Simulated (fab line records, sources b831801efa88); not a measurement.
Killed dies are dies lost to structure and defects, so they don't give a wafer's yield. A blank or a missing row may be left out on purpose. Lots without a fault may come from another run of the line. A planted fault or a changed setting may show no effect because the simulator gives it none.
Which tool did it? | flow gf180mcu | 13 lots, 39 wafers sampled, at 2 steps of a route of 602

WHAT THE GAUGES READ, wafer by wafer
GF_CONTACT_THK_MEAS_26: measures by xrf.
lot  | measured     | on            | CONTACT_W_THK (nm)
L327 | day 16 01:34 | film_metro-02 | 294 299 299
L328 | day 16 11:59 | film_metro-02 | 299 294 293
L329 | day 16 22:07 | film_metro-02 | 295 301 298
L330 | day 17 02:33 | film_metro-04 | 294 297 304
L331 | day 18 00:03 | film_metro-03 | 294 293 292
L332 | day 18 02:35 | film_metro-02 | 297 298 300
L333 | day 18 15:35 | film_metro-03 | 292 302 298
L341 | day 21 22:36 | film_metro-03 | 302 299 301
L342 | day 21 22:42 | film_metro-04 | 295 302 302
L346 | day 23 03:31 | film_metro-03 | 297 289 296
L347 | day 23 11:35 | film_metro-04 | 302 302 300
L349 | day 24 06:37 | film_metro-04 | 297 300 296
L350 | day 24 09:19 | film_metro-03 | 302 302 298

WHICH TOOL RAN EACH LOT (tool, then ch and the chambers of the sampled wafers, then the start)
lot  | GF_CONTACT_SPUTTER_23
L327 | pvd_sputter-01, day 16 01:17
L328 | pvd_sputter-03, day 16 11:43
L329 | pvd_sputter-03, day 16 21:50
L330 | pvd_sputter-01, day 17 02:17
L331 | pvd_sputter-01, day 17 23:47
L332 | pvd_sputter-02, day 18 02:20
L333 | pvd_sputter-02, day 18 15:18
L341 | pvd_sputter-03, day 21 22:20
L342 | pvd_sputter-01, day 21 22:26
L346 | pvd_sputter-01, day 23 03:15
L347 | pvd_sputter-03, day 23 11:20
L349 | pvd_sputter-01, day 24 06:20
L350 | pvd_sputter-03, day 24 09:02
- GF_CONTACT_SPUTTER_23: material TiN, target thk 10 nm, time 40 s.

WHAT THE TOOLS THEMSELVES READ (means of the sampled wafers that have a number; where no wafer has one, the mark that the record gives instead)
GF_CONTACT_SPUTTER_23.
lot  | tool           | throttle_valve_pct (%)
L327 | pvd_sputter-01 | 29.6
L328 | pvd_sputter-03 | 30.7
L329 | pvd_sputter-03 | 30.8
L330 | pvd_sputter-01 | 29.5
L331 | pvd_sputter-01 | 30.3
L332 | pvd_sputter-02 | 29.6
L333 | pvd_sputter-02 | 29.6
L341 | pvd_sputter-03 | 30.5
L342 | pvd_sputter-01 | 30.2
L346 | pvd_sputter-01 | 30.2
L347 | pvd_sputter-03 | 30.9
L349 | pvd_sputter-01 | 29.7
L350 | pvd_sputter-03 | 29.7

THE ANSWER, worked out from the rows above alone
Rule: what is usual is taken from the lots themselves. Put in order of their means at a reading, lots are off if they are a third of the lots or fewer, leave a main group of 4 or more, and stand apart from it by a gap of 3 or more times the standard deviation of the main group's means; of several such gaps the widest counts. A main group whose means are all the same, to the digits that the tables above print for the reading, isn't used. A lot without any number at a reading at which 4 lots or more have one is off too. The other lots that the step has rows for count as sound. The gauges are gone through in route order, then the tools' own readings, and for those a lot's mean is taken as printed above. The first step at which some lot is off is used, and at that step the reading that is off furthest; a lot without a number counts as furthest.
No lot is off at any reading shown: from this, nothing can be told.

WHAT THE SIMULATOR HAD PUT IN
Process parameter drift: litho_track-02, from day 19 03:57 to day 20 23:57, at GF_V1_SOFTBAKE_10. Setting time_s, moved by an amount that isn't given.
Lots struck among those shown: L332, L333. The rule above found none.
